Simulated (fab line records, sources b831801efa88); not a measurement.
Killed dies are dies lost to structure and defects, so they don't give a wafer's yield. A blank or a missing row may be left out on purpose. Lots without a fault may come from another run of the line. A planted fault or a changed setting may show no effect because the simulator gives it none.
Chamber matching | flow gf180mcu | GF_V5_CVD_02 on pecvd-04: 3 sister chambers
The step deposits SiO2 from TEOS, target thk 1450 nm, time 163.28 s. 6 wafers are shown with their chamber, then 11 later ones without.

WAFERS WITH THEIR CHAMBER
wafer  | chamber | heater_power_w (W)
L087.5 | 2       | 642
L087.6 | 0       | 532
L088.1 | 1       | 639
L088.3 | 0       | 647
L088.5 | 2       | 509
L090.2 | 1       | 576

WAFERS WITHOUT THEIR CHAMBER
wafer  | heater_power_w (W)
L090.4 | 606
L090.6 | 625
L091.1 | 640
L091.2 | 564
L091.3 | 651
L094.2 | 634
L094.4 | 651
L094.5 | 500
L096.1 | 650
L096.2 | 662
L096.4 | 512

WHICH CHAMBER EACH WENT THROUGH
wafer  | from the rows above          | in truth
L090.4 | can't be placed: 1 or 0 or 2 | 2
L090.6 | can't be placed: 1 or 0 or 2 | 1
L091.1 | can't be placed: 1 or 0 or 2 | 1
L091.2 | can't be placed: 2 or 0 or 1 | 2
L091.3 | can't be placed: 1 or 0 or 2 | 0
L094.2 | can't be placed: 1 or 0 or 2 | 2
L094.4 | can't be placed: 1 or 0 or 2 | 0
L094.5 | can't be placed: 2 or 0 or 1 | 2
L096.1 | can't be placed: 1 or 0 or 2 | 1
L096.2 | can't be placed: 1 or 0 or 2 | 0
L096.4 | can't be placed: 2 or 0 or 1 | 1
Placed correctly: 0 of 11. Can't be placed from these rows: 11 (the true chamber is among the candidates in 11). Placed wrongly: 0.
How it was worked out, from the rows above alone: a wafer's distance from a chamber is the root of the sum, over the readings, of the square of ((its reading less the chamber's mean) divided by the reading's scatter). The wafer belongs to the nearest chamber; if the next one is less than 2 further off, it can't be placed. A chamber's mean is the mean of its shown wafers. The scatter: the root of (the sum of the squares of (reading less its chamber's mean) over the shown wafers, divided by (wafers less chambers)).
